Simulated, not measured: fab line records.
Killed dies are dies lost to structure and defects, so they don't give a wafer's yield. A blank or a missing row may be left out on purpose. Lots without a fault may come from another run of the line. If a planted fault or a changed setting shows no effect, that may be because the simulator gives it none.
fab line records ; flow sky130
record: lots: 6; wafers: 18; last-day: 50
route steps=708 shown VIA4@650 METAL5@661 PAD_OPEN@708
lots that met no fault: taken from a fault-free run of the same line
start-h: hours from the record's first day to the start of the lot's first wafer shown ; wait-h: time in hours since the lot's previous step ; " unchanged from the row above ; L1.1+2: several wafers, shown together as one row ; - no value, or no start given ; * or withheld: withheld ; < > ~ a bound
route shown NAME@n: names a module that has steps shown in the file, with the first one's number in the route ; usual: mean/standard deviation of fault-free wafers ; same: alike in all rows ; chamber/n: place in a boat ; sites: each site's reading ; _std_site: their standard deviation ; _edge_site: outer sites' mean less inner sites' ; radius-mm: for every site, how far away it sits from the centre of the wafer ; mask NAME#n: copy n ; behind: tool/chamber where the wafer was last shaped ; hold: why the lot went on hold/how many hours it stayed there/how the hold came to an end ; device: transistor that didn't switch, given as n, p or np ; end of line: the tests these same wafers got at the end of their route ; a step with no rows: only its recipe ; killed: not the wafer's yield, but the dies lost to structure and defects at the first sort ; map: shows each die of a wafer: x if killed, . if not, _ if none is there
set.NAME: the run value of the setting; set.NAME@STEP: its run value at that earlier step ; model.NAME: the simulator's own value behind a step, which no gauge read
a table for each step, a row for each wafer; lots at some steps of the route
services: a tool's chamber out of use, with start hour (start-h, from the record's first day; less than 0 if before it), hours out, and reason
== steps ==
step: SKY_VIA4_OVL_MEAS_11
usual: VIA4_OVL: 0.5/1.6
lot.wafer;tool;chamber;start-h;wait-h;VIA4_OVL[nm]
L781.1;overlay-02;-;1013.87;0.1;2.6
L781.4;overlay-02;-;1013.87;0.1;2.1
L781.5;overlay-02;-;1013.87;0.1;3.0
L786.3;overlay-01;-;1056.03;0.1;0.1
L786.4;overlay-01;-;1056.03;0.1;0.1
L786.6;overlay-01;-;1056.03;0.1;-0.7
L797.2;overlay-01;-;1121.08;0.1;-1.3
L797.3;overlay-01;-;1121.08;0.1;-0.3
L797.4;overlay-01;-;1121.08;0.1;-0.1
L798.1;overlay-02;-;1134.72;0.1;2.6
L798.2;overlay-02;-;1134.72;0.1;1.2
L798.6;overlay-02;-;1134.72;0.1;0.8
L800.2;overlay-01;-;1145.92;0.1;2.8
L800.4;overlay-01;-;1145.92;0.1;2.4
L800.5;overlay-01;-;1145.92;0.1;2.4
L801.4;overlay-01;-;1150.54;0.1;-1.2
L801.5;overlay-01;-;1150.54;0.1;-0.6
L801.6;overlay-01;-;1150.54;0.1;0.5
step: SKY_VIA4_ETCH_12
recipe: target: SiO2; chemistry: C4F8/O2/Ar; stop-on: TiN; mask-material: NOVOLAK; source-w: 1500; bias-w: 1200; pressure-mtorr: 40; c4f8-flow-sccm: withheld; O2_flow_sccm: 6; Ar_flow_sccm: 300; time-s: withheld; target-depth-a: 5800
usual: oes-product-au: 0.926/0.0047
lot.wafer;tool;chamber;start-h;wait-h;oes-product-au
L781.1;rie-diel-04;2;1013.91;0.0;0.930
L781.4;rie-diel-04;1;1013.91;0.0;0.923
L781.5;rie-diel-04;2;1013.91;0.0;0.928
L786.3;rie-diel-02;2;1056.05;0.0;0.919
L786.4;rie-diel-02;3;1056.05;0.0;0.925
L786.6;rie-diel-02;2;1056.05;0.0;0.929
L797.2;rie-diel-02;1;1121.11;0.0;0.930
L797.3;rie-diel-02;0;1121.11;0.0;0.934
L797.4;rie-diel-02;3;1121.11;0.0;0.921
L798.1;rie-diel-04;3;1134.75;0.0;0.928
L798.2;rie-diel-04;2;1134.75;0.0;0.922
L798.6;rie-diel-04;0;1134.75;0.0;0.930
L800.2;rie-diel-02;1;1145.95;0.0;0.917
L800.4;rie-diel-02;3;1145.95;0.0;0.916
L800.5;rie-diel-02;2;1145.95;0.0;0.925
L801.4;rie-diel-03;2;1150.59;0.0;0.927
L801.5;rie-diel-03;1;1150.59;0.0;0.930
L801.6;rie-diel-03;0;1150.59;0.0;0.926
step: SKY_VIA4_STRIP_13
recipe: chemistry: O2/N2; power-w: 1400; pressure-mtorr: 1500; platen-temp-c: withheld; o2-flow-sccm: 3000; n2-flow-sccm: 300; overash-fraction: 0.5
step: SKY_VIA4_STRIP_14
recipe: chemistry: post-etch-residue-remover; time-s: 1200; temp-c: 72.5
step: SKY_VIA4_CLEAN_15
recipe: chemistry: IPA; time-s: 180; temp-c: 25
step: SKY_VIA4_CLEAN_16
recipe: chemistry: O3/DIW; dry: n2-spin
step: SKY_VIA4_SPUTTER_17
recipe: material: TiN; target-thk-nm: 20; chamber-pressure-pa: 5; power-w: 4000; time-s: 80
usual: chamber-pressure-pa: 5.000/0.0094; throttle-valve-pct: 29.9/0.77
lot.wafer;tool;chamber;start-h;wait-h;chamber-pressure-pa;throttle-valve-pct
L781.1;pvd-sputter-02;-;1014.58;0.0;4.994;29.3
L781.4;pvd-sputter-02;-;1014.58;0.0;4.981;28.5
L781.5;pvd-sputter-02;-;1014.58;0.0;4.997;28.4
L786.3;pvd-sputter-02;-;1056.72;0.0;4.994;29.9
L786.4;pvd-sputter-02;-;1056.72;0.0;5.001;30.1
L786.6;pvd-sputter-02;-;1056.72;0.0;4.996;29.9
L797.2;pvd-sputter-01;-;1121.77;0.0;4.994;29.6
L797.3;pvd-sputter-01;-;1121.77;0.0;5.005;30.4
L797.4;pvd-sputter-01;-;1121.77;0.0;4.997;30.7
L798.1;pvd-sputter-03;-;1135.42;0.0;5.005;30.1
L798.2;pvd-sputter-03;-;1135.42;0.0;4.998;29.6
L798.6;pvd-sputter-03;-;1135.42;0.0;5.011;29.5
L800.2;pvd-sputter-02;-;1146.65;0.0;4.995;30.1
L800.4;pvd-sputter-02;-;1146.65;0.0;4.992;29.1
L800.5;pvd-sputter-02;-;1146.65;0.0;4.988;28.4
L801.4;pvd-sputter-02;-;1151.24;0.0;4.998;28.6
L801.5;pvd-sputter-02;-;1151.24;0.0;5.011;30.0
L801.6;pvd-sputter-02;-;1151.24;0.0;5.000;28.3
step: SKY_VIA4_CVD_18
recipe: material: W; target-thk-nm: 505; time-s: 152.14; temp-c: 400; pressure-torr: 40
step: SKY_VIA4_RS_MEAS_19
recipe: thk-meas-gauge: four-point-probe; reads: W_of_VIA4_CVD_18+TiN_of_VIA4_SPUTTER_17
usual: VIA4_W_RS: 0.2270/0.0026
lot.wafer;tool;chamber;start-h;wait-h;VIA4_W_RS[ohm/sq]
L781.1;film-metro-03;-;1014.79;0.1;0.2269
L781.4;film-metro-03;-;1014.79;0.1;0.2272
L781.5;film-metro-03;-;1014.79;0.1;0.2286
L786.3;film-metro-03;-;1056.97;0.1;0.2285
L786.4;film-metro-03;-;1056.97;0.1;0.2300
L786.6;film-metro-03;-;1056.97;0.1;0.2286
L797.2;film-metro-03;-;1122.01;0.1;0.2281
L797.3;film-metro-03;-;1122.01;0.1;0.2295
L797.4;film-metro-03;-;1122.01;0.1;0.2293
L798.1;film-metro-03;-;1135.63;0.1;0.2248
L798.2;film-metro-03;-;1135.63;0.1;0.2280
L798.6;film-metro-03;-;1135.63;0.1;0.2263
L800.2;film-metro-03;-;1146.89;0.1;0.2268
L800.4;film-metro-03;-;1146.89;0.1;0.2309
L800.5;film-metro-03;-;1146.89;0.1;0.2272
L801.4;film-metro-03;-;1151.51;0.1;0.2247
L801.5;film-metro-03;-;1151.51;0.1;0.2226
L801.6;film-metro-03;-;1151.51;0.1;0.2270
step: SKY_VIA4_THK_MEAS_20
recipe: thk-meas-gauge: xrf; reads: W_of_VIA4_CVD_18
usual: VIA4_W_THK: 504/6.8
lot.wafer;tool;chamber;start-h;wait-h;VIA4_W_THK[nm]
L781.1;film-metro-03;-;1014.91;0.1;509
L781.4;film-metro-03;-;1014.91;0.1;504
L781.5;film-metro-03;-;1014.91;0.1;502
L786.3;film-metro-03;-;1057.07;0.1;499
L786.4;film-metro-03;-;1057.07;0.1;494
L786.6;film-metro-03;-;1057.07;0.1;496
L797.2;film-metro-03;-;1122.12;0.1;502
L797.3;film-metro-03;-;1122.12;0.1;497
L797.4;film-metro-03;-;1122.12;0.1;499
L798.1;film-metro-03;-;1135.75;0.1;511
L798.2;film-metro-03;-;1135.75;0.1;503
L798.6;film-metro-03;-;1135.75;0.1;505
L800.2;film-metro-03;-;1147.00;0.1;507
L800.4;film-metro-03;-;1147.00;0.1;495
L800.5;film-metro-03;-;1147.00;0.1;505
L801.4;film-metro-03;-;1151.60;0.1;510
L801.5;film-metro-03;-;1151.60;0.1;517
L801.6;film-metro-03;-;1151.60;0.1;505
step: SKY_VIA4_CMP_21
recipe: stop-on: SiO2; t-overpolish-s: 25; down-force-psi: 3.5; platen-rpm: 60; target-thk-nm: 0; pad-velocity-m-s: 0.94248
usual: motor-current-A: 10.4/1.1; overpolish-run-s: 25.000/0.0092; time-to-endpoint-s: 122/5.8
lot.wafer;tool;chamber;start-h;wait-h;motor-current-A;overpolish-run-s;time-to-endpoint-s
L781.1;cmp-02;2;1015.14;0.2;9.5;25.000;118
L781.4;cmp-02;1;1015.14;0.2;10.6;24.999;120
L781.5;cmp-02;3;1015.14;0.2;9.6;25.015;114
L786.3;cmp-01;3;1057.21;0.1;10.3;24.979;122
L786.4;cmp-01;0;1057.21;0.1;10.4;25.002;124
L786.6;cmp-01;1;1057.21;0.1;8.8;25.007;120
L797.3;cmp-01;0;1122.25;0.1;10.4;24.996;116
L797.2;cmp-01;1;1122.25;0.1;8.9;25.002;110
L797.4;cmp-01;2;1122.25;0.1;11.1;24.997;125
L798.1;cmp-02;1;1135.86;0.1;10.5;24.990;122
L798.2;cmp-02;2;1135.86;0.1;9.1;24.991;122
L798.6;cmp-02;1;1135.86;0.1;10.8;25.022;119
L800.4;cmp-01;2;1147.36;0.3;11.4;25.005;130
L800.2;cmp-01;3;1147.36;0.3;11.0;24.996;121
L800.5;cmp-01;1;1147.36;0.3;8.7;25.007;113
L801.4;cmp-01;0;1151.92;0.3;11.1;25.010;114
L801.6;cmp-01;2;1151.92;0.3;11.0;24.994;123
L801.5;cmp-01;3;1151.92;0.3;10.3;24.992;116
step: SKY_METAL5_SPUTTER_00
recipe: material: Ti; target-thk-nm: 15; power-w: 3000; time-s: 10; chamber-pressure-pa: 0.4
usual: chamber-pressure-pa: 0.4000/0.00095; throttle-valve-pct: 30.1/1.2
lot.wafer;tool;chamber;start-h;wait-h;chamber-pressure-pa;throttle-valve-pct
L781.1;pvd-sputter-02;-;1015.44;0.2;0.3996;30.2
L781.4;pvd-sputter-02;-;1015.44;0.2;0.3992;29.2
L781.5;pvd-sputter-02;-;1015.44;0.2;0.3994;30.1
L786.3;pvd-sputter-01;-;1057.41;0.1;0.3989;30.5
L786.4;pvd-sputter-01;-;1057.41;0.1;0.4011;30.4
L786.6;pvd-sputter-01;-;1057.41;0.1;0.3993;30.3
L797.2;pvd-sputter-01;-;1122.50;0.1;0.4000;29.5
L797.3;pvd-sputter-01;-;1122.50;0.1;0.4001;30.5
L797.4;pvd-sputter-01;-;1122.50;0.1;0.4006;31.0
L798.1;pvd-sputter-01;-;1136.11;0.2;0.4003;30.5
L798.2;pvd-sputter-01;-;1136.11;0.2;0.4002;30.3
L798.6;pvd-sputter-01;-;1136.11;0.2;0.3997;30.4
L800.2;pvd-sputter-04;-;1147.61;0.1;0.3984;29.4
L800.4;pvd-sputter-04;-;1147.61;0.1;0.4004;28.5
L800.5;pvd-sputter-04;-;1147.61;0.1;0.4010;29.2
L801.4;pvd-sputter-02;-;1152.12;0.1;0.3999;29.2
L801.5;pvd-sputter-02;-;1152.12;0.1;0.3987;29.8
L801.6;pvd-sputter-02;-;1152.12;0.1;0.3997;29.1
step: SKY_METAL5_SPUTTER_01
recipe: material: TiN; target-thk-nm: 20; power-w: 6500; time-s: 16.7; chamber-pressure-pa: 0.4
usual: chamber-pressure-pa: 0.4000/0.00087; throttle-valve-pct: 30.1/1.2
lot.wafer;tool;chamber;start-h;wait-h;chamber-pressure-pa;throttle-valve-pct
L781.1;pvd-sputter-02;-;1015.46;0.0;0.4004;30.4
L781.4;pvd-sputter-02;-;1015.46;0.0;0.3999;29.2
L781.5;pvd-sputter-02;-;1015.46;0.0;0.3999;29.9
L786.3;pvd-sputter-01;-;1057.43;0.0;0.3999;30.5
L786.4;pvd-sputter-01;-;1057.43;0.0;0.4012;30.5
L786.6;pvd-sputter-01;-;1057.43;0.0;0.3997;30.4
L797.2;pvd-sputter-01;-;1122.52;0.0;0.4182;28.6
L797.3;pvd-sputter-01;-;1122.52;0.0;0.4200;29.5
L797.4;pvd-sputter-01;-;1122.52;0.0;0.4207;30.2
L798.1;pvd-sputter-01;-;1136.13;0.0;0.4200;29.7
L798.2;pvd-sputter-01;-;1136.13;0.0;0.4197;29.8
L798.6;pvd-sputter-01;-;1136.13;0.0;0.4199;30.1
L800.2;pvd-sputter-04;-;1147.63;0.0;0.4010;29.3
L800.4;pvd-sputter-04;-;1147.63;0.0;0.4011;28.5
L800.5;pvd-sputter-04;-;1147.63;0.0;0.4004;29.2
L801.4;pvd-sputter-02;-;1152.14;0.0;0.3997;29.3
L801.5;pvd-sputter-02;-;1152.14;0.0;0.3993;30.1
L801.6;pvd-sputter-02;-;1152.14;0.0;0.4010;29.6
step: SKY_METAL5_SPUTTER_02
recipe: material: AlCu; target-thk-nm: 1150; power-w: 10600; time-s: 61.2; chamber-pressure-pa: 0.4
usual: chamber-pressure-pa: 0.3999/0.00083; throttle-valve-pct: 30.1/1.2
lot.wafer;tool;chamber;start-h;wait-h;chamber-pressure-pa;throttle-valve-pct
L781.1;pvd-sputter-02;-;1015.49;0.0;0.4004;30.3
L781.4;pvd-sputter-02;-;1015.49;0.0;0.3993;29.3
L781.5;pvd-sputter-02;-;1015.49;0.0;0.4011;30.0
L786.3;pvd-sputter-01;-;1057.46;0.0;0.4003;30.4
L786.4;pvd-sputter-01;-;1057.46;0.0;0.3996;30.4
L786.6;pvd-sputter-01;-;1057.46;0.0;0.4000;30.3
L797.2;pvd-sputter-01;-;1122.54;0.0;0.3997;29.6
L797.3;pvd-sputter-01;-;1122.54;0.0;0.3996;30.8
L797.4;pvd-sputter-01;-;1122.54;0.0;0.4001;30.8
L798.1;pvd-sputter-01;-;1136.16;0.0;0.3985;30.6
L798.2;pvd-sputter-01;-;1136.16;0.0;0.4001;30.7
L798.6;pvd-sputter-01;-;1136.16;0.0;0.4000;30.8
L800.2;pvd-sputter-04;-;1147.66;0.0;0.4019;29.3
L800.4;pvd-sputter-04;-;1147.66;0.0;0.3993;28.5
L800.5;pvd-sputter-04;-;1147.66;0.0;0.4015;29.5
L801.4;pvd-sputter-02;-;1152.17;0.0;0.4004;29.4
L801.5;pvd-sputter-02;-;1152.17;0.0;0.3991;29.9
L801.6;pvd-sputter-02;-;1152.17;0.0;0.4002;29.3
step: SKY_PAD_OPEN_PROBE_99
usual: defect-limited-yield: 82.7/1.9; killed_at_M0_to_M3: 43/6.6; killed_at_M4_up: 3.1/1.6; killed-at-contacts: 23/5.6; killed-at-front-end: 15/4.2; killed-at-other: 0.2/0.43; killed-dies: 85/9.3; killed-open: 46/6.6; killed-short: 39/6.2; sort_bin_3_pad_short: 0.8/0.37; sort_bin_5_function: 10.2/1.5; sort_bin_6_memory: 6.2/1.1; sort-n-pass: 407/9.3; sort-yield-pct: 82.7/1.9
same: gross-dies: 492; killed-at-back-side: 0; sort_bin_4_leakage[%]: 0; sort_bin_8_speed[%]: 0
lot.wafer;tool;chamber;start-h;wait-h;defect-limited-yield[%];killed_at_M0_to_M3;killed_at_M4_up;killed-at-contacts;killed-at-front-end;killed-at-other;killed-dies;killed-open;killed-short;sort_bin_3_pad_short[%];sort_bin_5_function[%];sort_bin_6_memory[%];sort-n-pass;sort-yield-pct[%]
L781.1;prober-02;-;1083.33;0.1;81.7;39;5;23;22;1;90;53;37;0.8;11.4;6.1;402;81.7
L781.4;prober-02;-;1083.48;0.2;81.5;48;1;23;19;0;91;63;28;0.6;12.0;5.9;401;81.5
L781.5;prober-02;-;1083.53;0.2;80.1;45;3;29;21;0;98;56;42;1.2;12.6;6.1;394;80.1
L786.3;prober-01;-;1121.28;0.2;83.9;34;4;25;15;1;79;38;41;0.8;9.8;5.5;413;83.9
L786.4;prober-01;-;1121.33;0.2;84.1;33;3;23;19;0;78;42;36;0.4;9.3;6.1;414;84.1
L786.6;prober-01;-;1121.43;0.2;81.9;45;9;19;16;0;89;42;47;0.6;10.6;6.9;403;81.9
L797.2;prober-02;-;1179.61;0.1;83.1;45;2;23;13;0;83;57;26;0.2;11.0;5.7;409;83.1
L797.3;prober-02;-;1179.66;0.2;79.1;45;3;31;24;0;103;57;46;0.4;14.6;5.9;389;79.1
L797.4;prober-02;-;1179.71;0.2;85.4;42;3;17;10;0;72;41;31;0.2;8.1;6.3;420;85.4
L798.1;prober-01;-;1190.07;0.1;84.1;27;4;25;21;1;78;38;40;1.2;8.1;6.5;414;84.1
L798.2;prober-01;-;1190.12;0.1;80.7;40;3;29;23;0;95;50;45;1.0;11.2;7.1;397;80.7
L798.6;prober-01;-;1190.32;0.2;85.8;37;3;20;10;0;70;40;30;1.0;6.1;7.1;422;85.8
L800.2;prober-02;-;1199.90;0.1;85.8;35;2;26;7;0;70;33;37;0.6;9.3;4.3;422;85.8
L800.4;prober-02;-;1200.00;0.2;82.7;41;2;29;13;0;85;45;40;1.2;8.7;7.3;407;82.7
L800.5;prober-02;-;1200.05;0.2;82.3;33;4;32;17;1;87;45;42;0.8;9.1;7.7;405;82.3
L801.4;prober-02;-;1204.54;0.2;84.6;30;1;26;19;0;76;46;30;0.6;8.1;6.7;416;84.6
L801.5;prober-02;-;1204.59;0.2;84.8;38;5;16;16;0;75;40;35;1.0;8.7;5.5;417;84.8
L801.6;prober-02;-;1204.64;0.2;86.0;40;2;13;13;1;69;40;29;0.6;8.3;5.1;423;86.0
killed by level:class
L781.1 CONTACT:geometric-particle:open=11 VIA1:geometric-particle:open=10 FIELD_ISO:geometric-particle:open=7 POLY_CUT:geometric-particle:open=6 METAL1:geometric-particle:short=6 VIA3:geometric-particle:open=6 VIA3:geometric-particle:short=5 VIA2:geometric-particle:open=5
L781.4 VIA2:geometric-particle:open=11 VIA3:geometric-particle:open=10 LI_CONTACT:geometric-particle:open=9 VIA1:geometric-particle:open=8 POLY_GATE:geometric-particle:open=7 CONTACT:geometric-particle:open=7 METAL1:geometric-particle:short=7 VIA2:geometric-particle:short=5
L781.5 LI_CONTACT:geometric-particle:open=10 VIA1:geometric-particle:open=9 CONTACT:geometric-particle:open=8 VIA2:geometric-particle:open=7 FIELD_ISO:geometric-particle:open=6 VIA3:geometric-particle:open=6 METAL1:geometric-particle:short=6 FIELD_ISO:geometric-particle:short=4
L786.3 CONTACT:geometric-particle:open=10 LOCAL_INTERCONNECT:geometric-particle:short=7 VIA3:geometric-particle:open=7 METAL1:geometric-particle:short=6 FIELD_ISO:geometric-particle:open=5 METAL3:geometric-particle:short=5 VIA1:geometric-particle:open=4 METAL2:geometric-particle:short=4
L786.4 CONTACT:geometric-particle:open=10 VIA1:geometric-particle:open=8 METAL1:geometric-particle:short=7 POLY_GATE:geometric-particle:short=6 POLY_GATE:geometric-particle:open=5 CONTACT:geometric-particle:short=5 FIELD_ISO:geometric-particle:open=4 LI_CONTACT:geometric-particle:open=4
L786.6 METAL2:geometric-particle:short=8 LI_CONTACT:geometric-particle:open=7 CONTACT:geometric-particle:open=6 VIA1:geometric-particle:open=6 VIA1:geometric-particle:short=6 FIELD_ISO:geometric-particle:open=5 VIA2:geometric-particle:open=5 VIA3:geometric-particle:open=5
L797.2 VIA2:geometric-particle:open=11 VIA3:geometric-particle:open=10 VIA1:geometric-particle:open=7 CONTACT:geometric-particle:open=7 FIELD_ISO:geometric-particle:open=6 LI_CONTACT:geometric-particle:open=5 CONTACT:geometric-particle:short=5 POLY_GATE:geometric-particle:open=4
L797.3 LI_CONTACT:geometric-particle:open=15 VIA1:geometric-particle:open=9 VIA3:geometric-particle:open=8 VIA1:geometric-particle:short=7 CONTACT:geometric-particle:open=7 METAL2:geometric-particle:short=7 POLY_GATE:geometric-particle:short=6 LI_CONTACT:geometric-particle:short=6
L797.4 VIA1:geometric-particle:open=12 CONTACT:geometric-particle:open=8 VIA2:geometric-particle:open=6 VIA1:geometric-particle:short=6 METAL2:geometric-particle:short=4 METAL1:geometric-particle:short=4 FIELD_ISO:geometric-particle:open=3 FIELD_ISO:geometric-particle:short=3
L798.1 FIELD_ISO:geometric-particle:short=7 CONTACT:geometric-particle:open=7 LI_CONTACT:geometric-particle:open=6 LOCAL_INTERCONNECT:geometric-particle:short=6 POLY_GATE:geometric-particle:open=4 CONTACT:geometric-particle:short=4 VIA2:geometric-particle:open=4 METAL3:geometric-particle:open=4
L798.2 CONTACT:geometric-particle:open=11 VIA1:geometric-particle:open=9 METAL2:geometric-particle:short=8 FIELD_ISO:geometric-particle:open=7 FIELD_ISO:geometric-particle:short=6 LI_CONTACT:geometric-particle:open=6 POLY_GATE:geometric-particle:open=6 CONTACT:geometric-particle:short=6
L798.6 VIA1:geometric-particle:open=9 CONTACT:geometric-particle:open=8 VIA1:geometric-particle:short=5 METAL3:geometric-particle:short=5 VIA3:geometric-particle:open=4 LI_CONTACT:geometric-particle:open=4 CONTACT:geometric-particle:short=4 POLY_GATE:geometric-particle:open=3
L800.2 CONTACT:geometric-particle:open=10 VIA1:geometric-particle:open=8 LOCAL_INTERCONNECT:geometric-particle:short=6 VIA2:geometric-particle:open=6 FIELD_ISO:geometric-particle:short=5 CONTACT:geometric-particle:short=4 METAL2:geometric-particle:short=4 VIA3:geometric-particle:open=4
L800.4 CONTACT:geometric-particle:open=15 VIA2:geometric-particle:open=7 VIA3:geometric-particle:open=7 CONTACT:geometric-particle:short=6 METAL3:geometric-particle:short=6 FIELD_ISO:geometric-particle:open=5 FIELD_ISO:geometric-particle:short=5 VIA2:geometric-particle:short=5
L800.5 CONTACT:geometric-particle:open=13 CONTACT:geometric-particle:short=8 VIA2:geometric-particle:open=7 LOCAL_INTERCONNECT:geometric-particle:short=6 LI_CONTACT:geometric-particle:open=5 VIA1:geometric-particle:short=5 VIA1:geometric-particle:open=5 FIELD_ISO:geometric-particle:short=4
L801.4 VIA1:geometric-particle:open=9 CONTACT:geometric-particle:open=7 CONTACT:geometric-particle:short=6 VIA2:geometric-particle:open=6 POLY_GATE:geometric-particle:short=5 FIELD_ISO:geometric-particle:open=4 FIELD_ISO:geometric-particle:short=4 LI_CONTACT:geometric-particle:open=4
L801.5 METAL2:geometric-particle:short=10 VIA1:geometric-particle:open=9 VIA3:geometric-particle:open=8 POLY_GATE:geometric-particle:short=6 METAL1:geometric-particle:short=5 CONTACT:geometric-particle:open=5 FIELD_ISO:geometric-particle:open=4 LI_CONTACT:geometric-particle:open=4
L801.6 VIA1:geometric-particle:open=16 VIA1:geometric-particle:short=6 POLY_GATE:geometric-particle:short=5 VIA2:geometric-particle:open=5 METAL1:geometric-particle:short=4 LI_CONTACT:geometric-particle:open=3 CONTACT:geometric-particle:open=3 METAL2:geometric-particle:short=3
== services ==
tool;chamber;start-h;hours;kind
rie-diel-02;3;993.46;9.8;repair
pvd-sputter-02;-;996.28;1.3;repair
pvd-sputter-02;-;997.45;8.9;repair
rie-diel-04;-;1001.71;2.8;pm
rie-diel-03;-;1010.55;0.4;repair
cmp-01;-;1014.24;1.1;repair
pvd-sputter-01;-;1015.28;2.1;repair
pvd-sputter-03;-;1017.08;2.3;repair
cmp-02;-;1018.10;4.3;pm
rie-diel-03;0;1022.68;1.5;repair
cmp-01;-;1023.64;3.4;repair
pvd-sputter-04;-;1036.32;7.4;repair
pvd-sputter-02;-;1041.83;2.8;repair
pvd-sputter-01;-;1058.95;10.0;repair
cmp-01;-;1084.08;4.0;pm
rie-diel-03;-;1087.57;1.6;repair
cmp-01;-;1088.08;-;consumable-replace:conditioner
rie-diel-03;-;1097.53;1.3;repair
cmp-01;-;1098.68;3.2;repair
rie-diel-02;2;1125.34;5.8;repair
rie-diel-03;1;1130.88;2.5;repair
rie-diel-02;-;1134.03;2.8;pm
cmp-02;-;1139.08;17.4;pm
rie-diel-02;0;1145.48;4.7;repair
== key ==
first-sign: step: SKY_METAL5_SPUTTER_01; reading: chamber-pressure-pa; direction: up; sigmas: 23; usual: 0.4000; struck: 0.4197
effect none on later readings
met-at SKY_METAL5_SPUTTER_01
struck-wafers L797.2,L797.3,L797.4,L798.1,L798.2,L798.6
onset-between 1057.43 1122.52
fault: kind: process-parameter-drift; tool: pvd-sputter-01; chamber: -; onset-h: 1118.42; steps: SKY_METAL5_SPUTTER_01; channel: chamber-pressure-pa; offset: 0.018964; shape: step; end-h: 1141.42; acts-in: these-recipes-only; stated: 0.4
